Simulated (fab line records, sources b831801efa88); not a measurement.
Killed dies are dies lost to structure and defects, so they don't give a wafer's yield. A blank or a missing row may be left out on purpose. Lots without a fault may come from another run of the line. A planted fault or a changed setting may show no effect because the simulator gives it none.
A struck lot beside a sound one | flow sky130 | 15 steps out of a route of 708
Sound: wafers L993.1, L993.3, L993.6. Struck: wafers L998.2, L998.3, L998.4. The cause comes at the end.
At each step with rows: each side's tool, then ch and its chambers, then its first start. Under that, the readings that differ: sound wafers | struck wafers | difference of the means | sigmas: that difference in standard deviations of wafers without a fault.
alike: readings whose means differ by less than 2 such deviations, and words and numbers that are the same on both sides. not compared: withheld readings, readings that some wafer has no value for, bounds like >300 that may hide the same value, and numbers for which the record gives no deviation and whose values overlap.
The two part at a step that has a row with sigmas, a row that says differs or no value, or rows on one side only. Numbers that don't overlap but have no deviation are shown without sigmas and don't part them. A reading that every wafer of one side lacks parts them only if that side has two wafers or more.

first, 5 steps without rows for these wafers: SKY_LDD_N_COAT_02 (resist thk 300 nm); SKY_LDD_N_SOFTBAKE_03 (time 60 s); SKY_LDD_N_EXPOSE_04 (exposes mask NTM, target cd 840 nm); SKY_LDD_N_PEB_05; SKY_LDD_N_DEVELOP_06 (develop time 60 s).
SKY_LDD_N_OVL_MEAS_07:
  sound on overlay-01, day 20 05:26; struck on overlay-01, day 22 09:29
  alike: LDD_N_OVL
then, 6 steps without rows for these wafers: SKY_LDD_N_IMPLANT_08; SKY_LDD_N_IMPLANT_09; SKY_LDD_N_IMPLANT_10; SKY_LDD_N_IMPLANT_11; SKY_LDD_N_IMPLANT_12; SKY_LDD_N_IMPLANT_13.
SKY_LDD_N_IMPLANT_14:
  sound on implanter-02 ch 0, day 20 06:22; struck on implanter-02 ch 0, day 22 10:26
  reading                | sound                | struck               | difference | sigmas
  rotation_deg (degrees) | 179.93 179.95 180.01 | 340.00 339.95 339.98 | +160.01    | +99 or more
  alike: beam_energy_keV
then, 1 step without rows for these wafers: SKY_LDD_N_IMPLANT_15.
-- the record jumps here: 27 days lie between the struck wafers' starts before and after (it left off in module LDD_N and takes up again in module PAD_OPEN, whose first step shown is number 708 of the route) --
SKY_PAD_OPEN_PROBE_99:
  sound on prober-02, day 47 12:17; struck on prober-02, day 48 23:40
  reading                                    | sound                | struck               | difference | sigmas
  killed_at_M0_to_M3                         | 27 33 35             | 53 50 54             | +21        | +3
  model.etest.nfet_01v8_lvt.vt_sat_v (V)     | 0.5251 0.5327 0.5289 | 0.6073 0.5965 0.6035 | +0.0735    |
  model.etest.nfet_01v8.vt_sat_v (V)         | 0.6362 0.6389 0.6401 | 0.7018 0.6885 0.6957 | +0.0569    |
  model.etest.sram_nfet_pass.vt_sat_v (V)    | 0.5649 0.5752 0.5763 | 0.6151 0.6305 0.653  | +0.0607    |
  model.etest.nfet_01v8_swapped.vt_sat_v (V) | 0.6381 0.6344 0.6374 | 0.5989 0.5906 0.5956 | -0.0416    |
  model.etest.nfet_01v8_lvt.vt_v (V)         | 0.6066 0.6054 0.6048 | 0.6327 0.627 0.6303  | +0.0244    |
  model.etest.nfet_01v8.vt_v (V)             | 0.6936 0.6916 0.6928 | 0.7175 0.7075 0.7119 | +0.0196    |
  model.etest.nfet_01v8_swapped.vt_v (V)     | 0.6939 0.6908 0.6927 | 0.7131 0.7034 0.7078 | +0.0156    |
  alike: killed_at_M4_up, killed_at_contacts, killed_at_front_end, killed_at_other, killed_dies, killed_open, killed_short
  not compared: model.etest.nfet_01v8.off_log10_a_um

WHERE THEY PART
First at SKY_LDD_N_IMPLANT_14; last, within this record, at SKY_PAD_OPEN_PROBE_99.

WHY: what the simulator had put in
Process parameter drift: implanter-02, from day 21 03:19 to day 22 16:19, at SKY_LDD_N_IMPLANT_14. Setting rotation_deg, moved by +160, from 180. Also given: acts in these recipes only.
